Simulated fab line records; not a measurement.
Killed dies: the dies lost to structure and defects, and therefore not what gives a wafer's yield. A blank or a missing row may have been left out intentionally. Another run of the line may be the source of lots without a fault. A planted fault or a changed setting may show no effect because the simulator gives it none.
Struck lot and sound lot, side by side :: flow sky130 :: 16 out of 708 route steps
Sound: wafers L925.3, L925.5, L925.6. The struck wafers were L929.4, L929.5. At the end, the cause is stated.
Per side, at each step with rows, come the tool, then ch with its chambers, and then its first start. Under that, the readings that differ: sound wafers :: struck wafers :: difference of the means :: sigmas: that difference in standard deviations of wafers without a fault.
alike: readings whose means differ by less than 2 such deviations, and words and numbers that are the same on both sides. not compared: withheld readings, readings that some wafer has no value for, bounds like >300 that may hide the same value, and numbers for which the record gives no deviation and whose values overlap.
A row with sigmas, a row that says differs or no value, or rows on one side alone: a step with any of these is where the two part. When numbers do not overlap yet have no deviation, they are printed without sigmas and do not part them. A reading that every wafer of one side lacks parts them only if that side has two wafers or more.

first, 8 steps without rows for these wafers: SKY_POLY_GATE_DEHYDRATE_05 (time 60 s); SKY_POLY_GATE_HMDS_06 (prime time 60 s); SKY_POLY_GATE_COAT_07 (resist thk 110 nm); SKY_POLY_GATE_COAT_08 (resist thk 450 nm); SKY_POLY_GATE_SOFTBAKE_09 (time 90 s); SKY_POLY_GATE_EXPOSE_10 (exposes mask P1M, target cd 150 nm); SKY_POLY_GATE_PEB_11; SKY_POLY_GATE_DEVELOP_12 (develop time 60 s).
SKY_POLY_GATE_CD_MEAS_13: target cd 150 nm.
  sound on cdSem-01 at day 17 18:41; struck on cdSem-01 at day 19 01:23
reading: cdNm (nm)
sound: 151.6 151.3 151.4
struck: 148.2 148.4
difference: -3.1
sigmas: -2
SKY_POLY_GATE_OVL_MEAS_14:
  sound on overlay-02 at day 17 18:47; struck on overlay-01 at day 19 01:28
  alike: POLY_GATE_OVL
SKY_POLY_GATE_ETCH_15: etches BARC in N2/H2, stops on SiO2, time 118.5 s, target depth 110 nm.
  sound on rieDiel-01 ch 0,1, day 17 18:48; struck on rieDiel-01 ch 2,3, day 19 01:29
  alike: biasW, drypumpMotorCurrentA, h2FlowSccm, n2FlowSccm, oesProductAu, throttleValvePct
  not compared: rfHoursCounterH
SKY_POLY_GATE_ETCH_16: etches Si3N4 in CH3F/O2, stops on poly-Si, time 147.5 s, target depth 75 nm.
  sound on rieDiel-01 ch 0,1, day 17 18:53; struck on rieDiel-01 ch 2,3, day 19 01:34
  alike: biasW, drypumpMotorCurrentA, oesProductAu, throttleValvePct
  not compared: rfHoursCounterH
SKY_POLY_GATE_ETCH_17: etches poly-Si in HBr/Cl2, stops on SiO2, target depth 180 nm, time 70.5 s.
  sound on rieSi-02 ch 0,2,3, day 17 18:59; struck on rieSi-02 ch 1,2, day 19 01:40
reading: oesProductAu (a.u.)
sound: 0.978 0.969 0.967
struck: 0.982 1.001
difference: +0.020
sigmas: +3

reading: model.KrF-thick_of_POLY_GATE_COAT_08.thkNm (nm)
sound: 141.3 144.2 140
struck: 77.51 73.68
difference: -66.24
sigmas: 

reading: model.POLY_GATE.featureDepthNm (nm)
sound: 176.8 176.6 174.1
struck: 180.5 181.6
difference: +5.2
sigmas: 

reading: model.SiO2_of_SONOS_ONO_CVD_04.thkNm (nm)
sound: 4.232 4.247 4.174
struck: 2.366 2.403
difference: -1.833
sigmas: 
  alike: HBr_flow_sccm, biasW, drypumpMotorCurrentA, throttleValvePct
  not compared: rfHoursCounterH
SKY_POLY_GATE_STRIP_18: strips in O2/N2.
  sound on plasmaAsher-04 ch 0,1, day 17 19:04; struck on plasmaAsher-04 ch 1, day 19 01:45
reading: oesProductAu (a.u.)
sound: 0.363 0.361 0.360
struck: 0.325 0.334
difference: -0.032
sigmas: -6

reading: stripTimeToEndpointS (s)
sound: 3.18 3.21 3.17
struck: 2.47 2.44
difference: -0.73
sigmas: -22
  alike: drypumpMotorCurrentA, n2FlowSccm
  not compared: rfHoursCounterH
then, 1 step without rows for these wafers: SKY_POLY_GATE_CLEAN_19 (cleans in SC1/SC2, time 150 s).
-- here the record skips 29 days between the struck wafers' starts before and after, leaving off in module POLY_GATE and picking up in module PAD_OPEN (first step shown: number 708 of the route) --
SKY_PAD_OPEN_PROBE_99:
  sound on prober-02 at day 46 18:01; struck on prober-01 at day 47 17:13
reading: model.etest.tipP.rsOhmSq
sound: 6867 6829 6815
struck: 8787 8719
difference: +1916
sigmas: 

reading: model.etest.tipSonos.rsOhmSq
sound: 2675 2713 2720
struck: 2161 2136
difference: -554
sigmas: 

reading: model.etest.pfet_01v8.rOnOhmUm
sound: 2927 2876 2974
struck: 2639 2549
difference: -332
sigmas: 

reading: model.etest.nfet_01v8.driveUaUm
sound: 501.8 497.4 483.5
struck: 582.7 593.8
difference: +94.0
sigmas: 

reading: model.etest.nfet_01v8_lvt.driveUaUm
sound: 572.7 563.6 560.9
struck: 656 674.5
difference: +100
sigmas: 

reading: model.etest.nfet_01v8_turned.driveUaUm
sound: 498.9 493.4 486.6
struck: 585.8 602.8
difference: +101.3
sigmas: 

reading: model.etest.nfet_01v8_swapped.driveUaUm
sound: 500.2 494.3 484.2
struck: 586.1 597.6
difference: +99.0
sigmas: 

reading: model.etest.sramNfetPass.driveUaUm
sound: 492 467.2 462.4
struck: 566.1 584.8
difference: +101.6
sigmas: 
  alike: killed_at_M0_to_M3, killed_at_M4_up, killedAtContacts, killedAtFrontEnd, killedAtOther, killedDies, killedOpen, killedShort

## WHERE THEY PART
Last at SKY_POLY_GATE_STRIP_18 as far as this record goes, first at SKY_POLY_GATE_CD_MEAS_13. Later steps at which nothing parts them and some readings are alike: SKY_PAD_OPEN_PROBE_99.

WHY: the cause the simulator had injected
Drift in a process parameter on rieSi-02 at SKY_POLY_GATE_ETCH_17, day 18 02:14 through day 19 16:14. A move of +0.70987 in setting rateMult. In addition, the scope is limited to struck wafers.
